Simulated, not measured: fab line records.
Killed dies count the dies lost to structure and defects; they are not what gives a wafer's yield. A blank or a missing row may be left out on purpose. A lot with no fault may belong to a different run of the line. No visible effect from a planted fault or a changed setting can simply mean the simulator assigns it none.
Which of the tools did it? | flow sky130 | 11 lots with 33 wafers sampled at 2 steps, on a route of 708 steps

## WHAT THE GAUGES READ, wafer by wafer
SKY_PWDE_TW_MEAS_10.
lot  | measured    | on            | PWDE_TW
L566 | day 3 23:49 | film metro-03 | 369.2 368.8 372.0
L567 | day 4 00:56 | film metro-03 | 374.4 373.3 372.1
L568 | day 4 05:17 | film metro-01 | 374.6 374.2 372.9
L569 | day 4 16:04 | film metro-01 | 374.0 374.4 375.3
L570 | day 4 20:58 | film metro-02 | 372.5 373.7 373.1
L577 | day 6 12:25 | film metro-03 | 387.7 387.0 385.3
L579 | day 6 21:40 | film metro-01 | 387.7 388.7 387.9
L581 | day 7 09:16 | film metro-01 | 374.7 375.6 374.6
L583 | day 7 19:59 | film metro-02 | 373.6 375.5 375.8
L584 | day 8 02:40 | film metro-02 | 374.4 372.5 372.6
L589 | day 9 06:07 | film metro-03 | 373.0 374.4 372.3

## WHICH TOOL RAN EACH LOT (tool, then ch and the chambers of the sampled wafers, then the start)
lot  | SKY_PWDE_IMPLANT_08
L566 | implanter-03 ch 0, day 3 23:34
L567 | implanter-04 ch 0, day 4 00:42
L568 | implanter-03 ch 0, day 4 05:04
L569 | implanter-02 ch 0, day 4 15:50
L570 | implanter-02 ch 0, day 4 20:43
L577 | implanter-04 ch 0, day 6 12:12
L579 | implanter-04 ch 0, day 6 21:26
L581 | implanter-02 ch 0, day 7 09:01
L583 | implanter-02 ch 0, day 7 19:46
L584 | implanter-03 ch 0, day 8 02:26
L589 | implanter-02 ch 0, day 9 05:52
- SKY_PWDE_IMPLANT_08

## THE ANSWER, worked out from the rows above alone
Rule: the lots themselves supply what counts as usual. The widest of any qualifying gaps counts: lots, ordered by their means at a reading, are off when they make up no more than a third of the lots, leave a main group of 4 or more, and stand apart from it by 3 or more times the standard deviation of that group's means. A main group is skipped when, at the precision printed for the reading in the tables above, its means are all equal. Also off: a lot with no number at a reading for which 4 or more lots have one. Any other lot the step has rows for is counted as sound.
Off: L577, L579, seen at SKY_PWDE_TW_MEAS_10 (PWDE_TW). Mean 373.5 and standard deviation 1.4 in the main group.
A tool fits if, at a process step before that reading, it ran every lot that is off, and no sound lot after the first of them. Gauges at SKY_PWDE_TW_MEAS_10: tried the same way as those tools. One fits: SKY_PWDE_IMPLANT_08 on implanter-04. A fault onset in the window from L567 (day 4 00:42, its last sound lot) to L577 (day 6 12:12, its first lot off) fits.

## WHAT THE SIMULATOR HAD PUT IN
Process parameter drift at SKY_PWDE_IMPLANT_08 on implanter-04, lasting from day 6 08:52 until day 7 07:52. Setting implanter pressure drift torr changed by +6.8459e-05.
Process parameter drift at SKY_PWDE_IMPLANT_08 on implanter-04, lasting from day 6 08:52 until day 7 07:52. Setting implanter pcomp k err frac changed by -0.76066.
Struck lots among those shown: L577, L579. The rule above reached the same finding.
